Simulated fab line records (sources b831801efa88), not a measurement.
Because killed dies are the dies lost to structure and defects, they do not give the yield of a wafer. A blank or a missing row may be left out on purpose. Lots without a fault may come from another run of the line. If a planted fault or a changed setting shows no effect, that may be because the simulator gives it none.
fab line records | flow sky130
[record] lots = 6 | wafers = 16 | last_day = 49
route steps=708 shown VIA3@587 METAL4@598 PAD_OPEN@708
lots that met no fault: from a run of the same line without faults
start_h: hours from the record's opening day to when the first of the lot's shown wafers began | wait_h: hours since the lot's step before | " as in the row above | L1.1+2: one row covering several wafers at once | - no value, or no start given | * or withheld: withheld | < > ~ a bound
route shown NAME@n: names a module that has steps shown in the file, with the first one's number in the route | usual: average and standard deviation across the fault-free wafers | same: alike in all rows | chamber/n: place in a boat | sites: each site's reading | _std_site: the values' standard deviation | _edge_site: outer sites' mean less inner sites' | radius_mm: how far each site lies from the wafer's centre | mask NAME#n: copy n | behind: the last tool/chamber to shape the wafer | hold: reason for holding the lot/hours on hold/outcome of the hold | device: names the non-switching transistor (n, p or np) | end of line: the tests these same wafers got at the end of their route | a step without rows: its recipe alone | killed: dies that structure and defects cost at the first sort, which is not the same as the wafer's yield | map: the dies of a wafer, with x for killed, . for not killed, _ for no die there
set.NAME: setting as actually run; set.NAME@STEP: the setting as run at that earlier step | model.NAME: the simulator's own value behind a step, which no gauge read
a table for each step, a row for each wafer; lots at some steps of the route
services: from which hour (start_h, from the record's first day; less than 0 if before it) a tool's chamber was out of use, for how many hours, and why
[[steps]]
[step SKY_VIA3_ETCH_14]
[recipe] chemistry = N2/H2 | target = BARC | ion_energy_ev = 200 | source_w = 500 | bias_w = 100 | pressure_mtorr = 30 | n2_flow_sccm = 100 | h2_flow_sccm = 200 | stop_on = SiO2 | time_s = 45.9 | target_depth_a = 600
[usual] drypump_motor_current_A = 5.8/0.36 | oes_product_au = 0.855/0.0044 | throttle_valve_pct = 13.225/0.0094
lot.wafer | tool        | chamber | start_h | wait_h | drypump_motor_current_A | oes_product_au | rf_hours_counter_h | throttle_valve_pct
L686.3    | rie_diel-04 | 1       | 969.63  | 0.0    | 5.3                     | 0.860          | 15                 | 13.234
L686.5    | "           | 1       | "       | "      | 5.4                     | 0.861          | -                  | 13.223
L686.6    | "           | 0       | "       | "      | 6.0                     | 0.851          | -                  | 13.221
L689.1    | rie_diel-04 | 0       | 989.83  | 0.0    | 6.0                     | 0.854          | 12                 | 13.230
L689.3    | "           | 3       | "       | "      | 5.7                     | 0.847          | 3                  | 13.237
L689.4    | "           | 1       | "       | "      | 5.3                     | 0.857          | 16                 | 13.207
L693.2    | rie_diel-01 | 2       | 1013.22 | 0.0    | 6.2                     | 0.852          | 18                 | 13.222
L693.5    | "           | 2       | "       | "      | 6.3                     | 0.852          | -                  | 13.221
L694.2    | rie_diel-02 | 2       | 1014.08 | 0.0    | 5.8                     | 0.856          | 11                 | 13.237
L694.4    | "           | 0       | "       | "      | 5.9                     | 0.850          | 21                 | 13.216
L694.6    | "           | 2       | "       | "      | 5.9                     | 0.852          | -                  | 13.237
L695.2    | rie_diel-02 | 0       | 1029.36 | 0.0    | 5.8                     | 0.852          | 21                 | 13.235
L695.3    | "           | 2       | "       | "      | 5.8                     | 0.863          | 11                 | 13.232
L696.2    | rie_diel-02 | 0       | 1040.38 | 0.0    | 5.9                     | 0.864          | 22                 | 13.223
L696.4    | "           | 2       | "       | "      | 5.8                     | 0.861          | 12                 | 13.226
L696.5    | "           | 0       | "       | "      | 5.9                     | 0.853          | -                  | 13.231
[step SKY_VIA3_ETCH_15]
[recipe] target = SiO2 | chemistry = C4F8/O2/Ar | target_depth_nm = 507 | stop_on = TiN | mask_material = KrF-thick | source_w = 1500 | bias_w = 1200 | pressure_mtorr = 40 | c4f8_flow_sccm = withheld | O2_flow_sccm = 6 | Ar_flow_sccm = 300 | time_s = 78
[step SKY_VIA3_STRIP_16]
[recipe] chemistry = O2/N2 | power_w = 1400 | pressure_mtorr = 1500 | platen_temp_c = withheld | o2_flow_sccm = 3000 | n2_flow_sccm = 300 | overash_fraction = 0.5
[usual] drypump_motor_current_A = 5.81/0.16 | oes_product_au = 0.402/0.0045 | strip_time_to_endpoint_s = 4.137/0.024
[same] overash_fraction = 0.5
lot.wafer | tool            | chamber | start_h | wait_h | drypump_motor_current_A | oes_product_au | rf_hours_counter_h | strip_time_to_endpoint_s
L686.3    | plasma_asher-04 | 0       | 969.76  | 0.1    | 5.79                    | 0.404          | -                  | 4.113
L686.5    | "               | 0       | "       | "      | 5.81                    | 0.397          | -                  | 4.067
L686.6    | "               | 1       | "       | "      | 5.89                    | 0.406          | -                  | 4.151
L689.1    | plasma_asher-01 | 0       | 989.93  | 0.0    | 5.27                    | 0.402          | 121                | 4.117
L689.3    | "               | 1       | "       | "      | 5.75                    | 0.401          | -                  | 4.109
L689.4    | "               | 0       | "       | "      | 5.28                    | 0.403          | -                  | 4.095
L693.2    | plasma_asher-04 | 1       | 1013.32 | 0.0    | 5.93                    | 0.414          | 25                 | 4.198
L693.5    | "               | 1       | "       | "      | 5.96                    | 0.410          | -                  | 4.181
L694.2    | plasma_asher-01 | 1       | 1014.18 | 0.0    | 5.75                    | 0.408          | 124                | 4.122
L694.4    | "               | 0       | "       | "      | 5.24                    | 0.404          | -                  | 4.090
L694.6    | "               | 1       | "       | "      | 5.76                    | 0.394          | -                  | 4.114
L695.2    | plasma_asher-04 | 0       | 1029.46 | 0.0    | 5.77                    | 0.399          | 27                 | 4.100
L695.3    | "               | 0       | "       | "      | 5.77                    | 0.394          | -                  | 4.105
L696.2    | plasma_asher-03 | 1       | 1040.48 | 0.0    | 5.96                    | 0.402          | 60                 | 4.134
L696.4    | "               | 1       | "       | "      | 5.96                    | 0.404          | -                  | 4.132
L696.5    | "               | 0       | "       | "      | 5.82                    | 0.399          | -                  | 4.123
[step SKY_VIA3_STRIP_17]
[recipe] chemistry = post_etch_residue_remover | time_s = 1200 | temp_c = 72.5
[step SKY_VIA3_CLEAN_18]
[recipe] chemistry = IPA | time_s = 180 | temp_c = 25
[step SKY_VIA3_CLEAN_19]
[recipe] chemistry = O3/DIW | dry = n2_spin
[step SKY_VIA3_SPUTTER_20]
[recipe] material = TiN | target_thk_nm = 20 | chamber_pressure_pa = 5 | power_w = 4000 | time_s = 80
[usual] throttle_valve_pct = 29.3/0.85
lot.wafer | tool           | chamber | start_h | wait_h | throttle_valve_pct
L686.3    | pvd_sputter-04 | -       | 970.32  | 0.0    | 28.8
L686.5    | "              | -       | "       | "      | 28.7
L686.6    | "              | -       | "       | "      | 27.7
L689.1    | pvd_sputter-01 | -       | 990.56  | 0.0    | 28.5
L689.3    | "              | -       | "       | "      | 28.9
L689.4    | "              | -       | "       | "      | 30.1
L693.2    | pvd_sputter-04 | -       | 1013.91 | 0.0    | 29.5
L693.5    | "              | -       | "       | "      | 29.0
L694.2    | pvd_sputter-01 | -       | 1014.77 | 0.0    | 29.4
L694.4    | "              | -       | "       | "      | 29.0
L694.6    | "              | -       | "       | "      | 30.0
L695.2    | pvd_sputter-01 | -       | 1030.06 | 0.0    | 29.1
L695.3    | "              | -       | "       | "      | 30.3
L696.2    | pvd_sputter-03 | -       | 1041.07 | 0.0    | 30.8
L696.4    | "              | -       | "       | "      | 30.8
L696.5    | "              | -       | "       | "      | 30.1
[step SKY_VIA3_CVD_21]
[recipe] material = W | target_thk_nm = 390 | time_s = 117.31 | temp_c = 400 | pressure_torr = 40
[step SKY_VIA3_RS_MEAS_22]
[recipe] thk_meas_gauge = four-point-probe | reads = W_of_VIA3_CVD_21+TiN_of_VIA3_SPUTTER_20
[usual] VIA3_W_RS = 0.293/0.0048
lot.wafer | tool          | chamber | start_h | wait_h | VIA3_W_RS[ohm/sq]
L686.3    | film_metro-02 | -       | 970.54  | 0.1    | 0.286
L686.5    | "             | -       | "       | "      | 0.286
L686.6    | "             | -       | "       | "      | 0.295
L689.1    | film_metro-01 | -       | 990.74  | 0.1    | 0.300
L689.3    | "             | -       | "       | "      | 0.289
L689.4    | "             | -       | "       | "      | 0.299
L693.2    | film_metro-02 | -       | 1014.12 | 0.1    | 0.289
L693.5    | "             | -       | "       | "      | 0.288
L694.2    | film_metro-01 | -       | 1014.97 | 0.1    | 0.297
L694.4    | "             | -       | "       | "      | 0.290
L694.6    | "             | -       | "       | "      | 0.301
L695.2    | film_metro-02 | -       | 1030.26 | 0.1    | 0.290
L695.3    | "             | -       | "       | "      | 0.291
L696.2    | film_metro-02 | -       | 1041.27 | 0.1    | 0.292
L696.4    | "             | -       | "       | "      | 0.302
L696.5    | "             | -       | "       | "      | 0.303
[step SKY_VIA3_THK_MEAS_23]
[recipe] thk_meas_gauge = xrf | reads = W_of_VIA3_CVD_21
[usual] VIA3_W_THK = 374/6.9
lot.wafer | tool          | chamber | start_h | wait_h | VIA3_W_THK[nm]
L686.3    | film_metro-02 | -       | 970.64  | 0.1    | 384
L686.5    | "             | -       | "       | "      | 387
L686.6    | "             | -       | "       | "      | 370
L689.1    | film_metro-01 | -       | 990.86  | 0.1    | 366
L689.3    | "             | -       | "       | "      | 382
L689.4    | "             | -       | "       | "      | 369
L693.2    | film_metro-02 | -       | 1014.23 | 0.1    | 377
L693.5    | "             | -       | "       | "      | 380
L694.2    | film_metro-01 | -       | 1015.08 | 0.1    | 375
L694.4    | "             | -       | "       | "      | 386
L694.6    | "             | -       | "       | "      | 369
L695.2    | film_metro-02 | -       | 1030.37 | 0.1    | 377
L695.3    | "             | -       | "       | "      | 375
L696.2    | film_metro-02 | -       | 1041.38 | 0.1    | 374
L696.4    | "             | -       | "       | "      | 360
L696.5    | "             | -       | "       | "      | 362
[step SKY_VIA3_CMP_24]
[recipe] stop_on = SiO2 | t_overpolish_s = 20 | down_force_psi = 3.5 | platen_rpm = 60 | target_thk_nm = 0 | pad_velocity_m_s = 0.94248
[step SKY_METAL4_SPUTTER_00]
[recipe] material = Ti | target_thk_nm = 15 | power_w = 3000 | time_s = 10 | chamber_pressure_pa = 0.4
[usual] throttle_valve_pct = 30.4/1.1
lot.wafer | tool           | chamber | start_h | wait_h | throttle_valve_pct
L686.3    | pvd_sputter-02 | -       | 970.98  | 0.2    | 30.7
L686.5    | "              | -       | "       | "      | 30.8
L686.6    | "              | -       | "       | "      | 31.4
L689.1    | pvd_sputter-03 | -       | 991.22  | 0.2    | 28.9
L689.3    | "              | -       | "       | "      | 29.4
L689.4    | "              | -       | "       | "      | 31.0
L693.2    | pvd_sputter-02 | -       | 1014.58 | 0.2    | 30.9
L693.5    | "              | -       | "       | "      | 31.9
L694.2    | pvd_sputter-03 | -       | 1015.59 | 0.2    | 29.6
L694.4    | "              | -       | "       | "      | 31.2
L694.6    | "              | -       | "       | "      | 29.7
L695.2    | pvd_sputter-02 | -       | 1030.72 | 0.1    | 31.7
L695.3    | "              | -       | "       | "      | 30.5
L696.2    | pvd_sputter-03 | -       | 1041.73 | 0.1    | 30.8
L696.4    | "              | -       | "       | "      | 28.6
L696.5    | "              | -       | "       | "      | 30.9
[step SKY_METAL4_SPUTTER_01]
[recipe] material = TiN | target_thk_nm = 20 | power_w = 6500 | time_s = 16.7 | chamber_pressure_pa = 0.4
[usual] throttle_valve_pct = 30.4/1.1
lot.wafer | tool           | chamber | start_h | wait_h | throttle_valve_pct | model.TiN_of_METAL4_SPUTTER_01.thk_nm
L686.3    | pvd_sputter-02 | -       | 971.01  | 0.0    | 30.8               | 20.4
L686.5    | "              | -       | "       | "      | 31.1               | 20.33
L686.6    | "              | -       | "       | "      | 31.5               | 20.11
L689.1    | pvd_sputter-03 | -       | 991.24  | 0.0    | 28.9               | 19.94
L689.3    | "              | -       | "       | "      | 29.6               | 19.98
L689.4    | "              | -       | "       | "      | 31.2               | 20.27
L693.2    | pvd_sputter-02 | -       | 1014.60 | 0.0    | 30.9               | 20.43
L693.5    | "              | -       | "       | "      | 32.1               | 19.17
L694.2    | pvd_sputter-03 | -       | 1015.61 | 0.0    | 29.6               | 19.95
L694.4    | "              | -       | "       | "      | 30.7               | 20.18
L694.6    | "              | -       | "       | "      | 29.6               | 20.17
L695.2    | pvd_sputter-02 | -       | 1030.74 | 0.0    | 31.6               | 20.11
L695.3    | "              | -       | "       | "      | 30.6               | 19.18
L696.2    | pvd_sputter-03 | -       | 1041.76 | 0.0    | 31.1               | 19.94
L696.4    | "              | -       | "       | "      | 28.7               | 20.06
L696.5    | "              | -       | "       | "      | 31.1               | 20.04
[step SKY_METAL4_SPUTTER_02]
[recipe] material = AlCu | target_thk_nm = 735 | power_w = 10600 | time_s = 39.1 | chamber_pressure_pa = 0.4
[usual] throttle_valve_pct = 30.4/1.1
lot.wafer | tool           | chamber | start_h | wait_h | throttle_valve_pct
L686.3    | pvd_sputter-02 | -       | 971.03  | 0.0    | 30.7
L686.5    | "              | -       | "       | "      | 30.7
L686.6    | "              | -       | "       | "      | 31.6
L689.1    | pvd_sputter-03 | -       | 991.27  | 0.0    | 28.8
L689.3    | "              | -       | "       | "      | 29.6
L689.4    | "              | -       | "       | "      | 30.9
L693.2    | pvd_sputter-02 | -       | 1014.62 | 0.0    | 30.6
L693.5    | "              | -       | "       | "      | 31.9
L694.2    | pvd_sputter-03 | -       | 1015.64 | 0.0    | 29.3
L694.4    | "              | -       | "       | "      | 31.0
L694.6    | "              | -       | "       | "      | 29.4
L695.2    | pvd_sputter-02 | -       | 1030.77 | 0.0    | 31.5
L695.3    | "              | -       | "       | "      | 30.9
L696.2    | pvd_sputter-03 | -       | 1041.78 | 0.0    | 31.1
L696.4    | "              | -       | "       | "      | 28.5
L696.5    | "              | -       | "       | "      | 30.9
[step SKY_PAD_OPEN_PROBE_99]
[usual] defect_limited_yield = 81.9/1.9 | killed_at_M0_to_M3 = 45/7.3 | killed_at_M4_up = 3.2/1.8 | killed_at_contacts = 25/5.5 | killed_at_front_end = 15/4.2 | killed_at_other = 0.3/0.69 | killed_dies = 89/9.4 | killed_open = 49/6.6 | killed_short = 40/6.4 | sort_bin_3_pad_short = 0.9/0.43 | sort_bin_5_function = 10.7/1.5 | sort_bin_6_memory = 6.5/1.2 | sort_n_pass = 403/9.4 | sort_yield_pct = 81.9/1.9
[same] gross_dies = 492 | killed_at_back_side = 0 | sort_bin_4_leakage[%] = 0 | sort_bin_8_speed[%] = 0
lot.wafer | tool      | chamber | start_h | wait_h | defect_limited_yield[%] | killed_at_M0_to_M3 | killed_at_M4_up | killed_at_contacts | killed_at_front_end | killed_at_other | killed_dies | killed_open | killed_short | sort_bin_3_pad_short[%] | sort_bin_5_function[%] | sort_bin_6_memory[%] | sort_n_pass | sort_yield_pct[%]
L686.3    | prober-02 | -       | 1109.02 | 0.2    | 81.3                    | 51                 | 4               | 21                 | 16                  | 0               | 92          | 57          | 35           | 0.8                     | 13.0                   | 4.9                  | 400         | 81.3
L686.5    | prober-02 | -       | 1109.12 | 0.2    | 81.7                    | 40                 | 2               | 28                 | 20                  | 0               | 90          | 51          | 38           | 0.2                     | 10.0                   | 8.1                  | 402         | 81.7
L686.6    | prober-02 | -       | 1109.17 | 0.2    | 84.8                    | 37                 | 1               | 22                 | 15                  | 0               | 75          | 39          | 36           | 0.2                     | 7.7                    | 7.3                  | 417         | 84.8
L693.2    | prober-02 | -       | 1145.56 | 0.1    | 81.1                    | 46                 | 0               | 30                 | 17                  | 0               | 93          | 58          | 33           | 0.8                     | 11.2                   | 6.9                  | 399         | 81.1
L696.2    | prober-01 | -       | 1167.81 | 0.1    | 80.9                    | 55                 | 3               | 27                 | 9                   | 0               | 94          | 55          | 39           | 0.8                     | 11.4                   | 6.9                  | 398         | 80.9
L696.4    | prober-01 | -       | 1167.91 | 0.2    | 84.8                    | 37                 | 1               | 22                 | 15                  | 0               | 75          | 48          | 27           | 0.2                     | 9.6                    | 5.5                  | 417         | 84.8
L696.5    | prober-01 | -       | 1167.96 | 0.2    | 81.9                    | 46                 | 3               | 23                 | 17                  | 0               | 89          | 51          | 37           | 1.6                     | 11.4                   | 5.1                  | 403         | 81.9
// killed by level:class
L686.3 VIA1:geometric_particle:open=14 VIA3:geometric_particle:open=14 CONTACT:geometric_particle:open=10 VIA1:geometric_particle:short=6 FIELD_ISO:geometric_particle:open=5 POLY_GATE:geometric_particle:open=4 LOCAL_INTERCONNECT:geometric_particle:short=4 CONTACT:geometric_particle:short=4
L686.5 CONTACT:geometric_particle:open=13 VIA3:geometric_particle:open=13 POLY_GATE:geometric_particle:short=7 LI_CONTACT:geometric_particle:open=7 VIA1:geometric_particle:open=6 METAL2:geometric_particle:short=6 FIELD_ISO:geometric_particle:open=4 FIELD_ISO:geometric_particle:short=3
L686.6 CONTACT:geometric_particle:open=10 METAL2:geometric_particle:short=10 VIA1:geometric_particle:open=7 CONTACT:geometric_particle:short=5 VIA1:geometric_particle:short=5 POLY_CUT:geometric_particle:open=4 VIA3:geometric_particle:open=4 FIELD_ISO:geometric_particle:short=3
L693.2 VIA1:geometric_particle:open=13 CONTACT:geometric_particle:open=12 LI_CONTACT:geometric_particle:open=9 VIA2:geometric_particle:open=8 LOCAL_INTERCONNECT:geometric_particle:short=5 VIA1:geometric_particle:short=5 VIA3:geometric_particle:open=5 FIELD_ISO:geometric_particle:open=4
L696.2 LI_CONTACT:geometric_particle:open=12 VIA1:geometric_particle:open=10 VIA2:geometric_particle:open=9 CONTACT:geometric_particle:open=9 METAL1:geometric_particle:short=8 METAL2:geometric_particle:short=7 VIA3:geometric_particle:open=6 POLY_GATE:geometric_particle:short=4
L696.4 VIA2:geometric_particle:open=13 CONTACT:geometric_particle:open=10 VIA1:geometric_particle:open=7 METAL2:geometric_particle:short=4 POLY_GATE:geometric_particle:open=4 LI_CONTACT:geometric_particle:open=4 FIELD_ISO:geometric_particle:open=3 POLY_GATE:geometric_particle:short=3
L696.5 CONTACT:geometric_particle:open=12 VIA2:geometric_particle:open=9 VIA1:geometric_particle:open=7 VIA3:geometric_particle:open=7 LI_CONTACT:geometric_particle:open=5 POLY_GATE:geometric_particle:open=5 VIA3:geometric_particle:short=4 POLY_GATE:geometric_particle:short=4
[[services]]
tool            | chamber | start_h | hours | kind
rie_diel-02     | 1       | 952.13  | 5.0   | repair
pvd_sputter-04  | -       | 952.46  | 1.3   | repair
rie_diel-04     | 2       | 958.07  | 9.2   | repair
pvd_sputter-02  | -       | 965.40  | 1.8   | repair
pvd_sputter-01  | -       | 968.76  | 1.4   | repair
rie_diel-04     | 2       | 978.66  | 3.6   | repair
pvd_sputter-04  | -       | 987.84  | 2.0   | repair
rie_diel-04     | 3       | 995.21  | 3.6   | repair
plasma_asher-04 | -       | 1004.67 | 1.3   | repair
plasma_asher-03 | -       | 1009.32 | 9.9   | repair
plasma_asher-03 | -       | 1021.09 | 0.5   | repair
rie_diel-02     | 1       | 1022.30 | 3.3   | repair
[[key]]
first_sign none at tools or gauges
[model_effect] step = SKY_METAL4_SPUTTER_01 | value = TiN_of_METAL4_SPUTTER_01.thk_nm | without = 20.27 | struck = 19.18
met_at SKY_METAL4_SPUTTER_01
struck_wafers L693.5,L695.3
onset_between 971.01 1014.60
[fault] kind = process_parameter_drift | tool = pvd_sputter-02 | chamber = - | onset_h = 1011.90 | steps = SKY_METAL4_SPUTTER_01 | channel = time_s | offset = * | shape = step | end_h = 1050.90 | scope = struck_wafers_only | acts_in = * | stated = *
